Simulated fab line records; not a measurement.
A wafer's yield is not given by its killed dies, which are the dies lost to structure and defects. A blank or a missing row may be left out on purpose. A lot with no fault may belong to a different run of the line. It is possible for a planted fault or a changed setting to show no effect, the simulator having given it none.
Chamber matching || flow sky130 || 4 sister chambers for SKY_METAL3_ETCH_17 on rie-diel-03
The step etches SiO2 in C4F8/O2/Ar, stops on TiN, time 3.9 s, target depth 15 nm. 4 wafers are shown with their chamber, then 8 later ones without.

EACH WAFER AND ITS CHAMBER
{"wafer": "L085.4", "chamber": 1, "oes-product-au (a.u.)": 0.749}
{"wafer": "L086.1", "chamber": 0, "oes-product-au (a.u.)": 0.762}
{"wafer": "L089.6", "chamber": 3, "oes-product-au (a.u.)": 0.745}
{"wafer": "L091.3", "chamber": 2, "oes-product-au (a.u.)": 0.747}

WAFERS MISSING THEIR CHAMBER
{"wafer": "L091.4", "oes-product-au (a.u.)": 0.754}
{"wafer": "L091.5", "oes-product-au (a.u.)": 0.757}
{"wafer": "L097.1", "oes-product-au (a.u.)": 0.762}
{"wafer": "L097.2", "oes-product-au (a.u.)": 0.756}
{"wafer": "L097.3", "oes-product-au (a.u.)": 0.758}
{"wafer": "L097.4", "oes-product-au (a.u.)": 0.769}
{"wafer": "L097.5", "oes-product-au (a.u.)": 0.757}
{"wafer": "L097.6", "oes-product-au (a.u.)": 0.761}

CHAMBER TAKEN BY EACH
{"wafer": "L091.4", "from the rows above": "can't be placed: 1 or 2 or 0 or 3", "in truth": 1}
{"wafer": "L091.5", "from the rows above": "can't be placed: 0 or 1 or 2 or 3", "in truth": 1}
{"wafer": "L097.1", "from the rows above": 0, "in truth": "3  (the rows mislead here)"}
{"wafer": "L097.2", "from the rows above": "can't be placed: 0 or 1 or 2 or 3", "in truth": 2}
{"wafer": "L097.3", "from the rows above": "can't be placed: 0 or 1 or 2 or 3", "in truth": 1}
{"wafer": "L097.4", "from the rows above": 0, "in truth": 0}
{"wafer": "L097.5", "from the rows above": "can't be placed: 0 or 1 or 2 or 3", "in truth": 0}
{"wafer": "L097.6", "from the rows above": 0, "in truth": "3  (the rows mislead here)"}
Correctly placed: 1 of 8. Not placeable from these rows: 5 (in 5, the candidates include the true chamber). Placed wrongly: 2.
How it was worked out, from the rows above alone: a wafer's distance from a chamber is the root of the sum, over the readings, of the square of ((its reading less the chamber's mean) divided by the reading's scatter). The wafer belongs to the nearest chamber; if the next one is less than 2 further off, it can't be placed. A chamber's mean is the mean of its shown wafers. The scatter: root of mean squared gap, hidden wafer to nearest shown wafer, with one shown wafer a chamber.
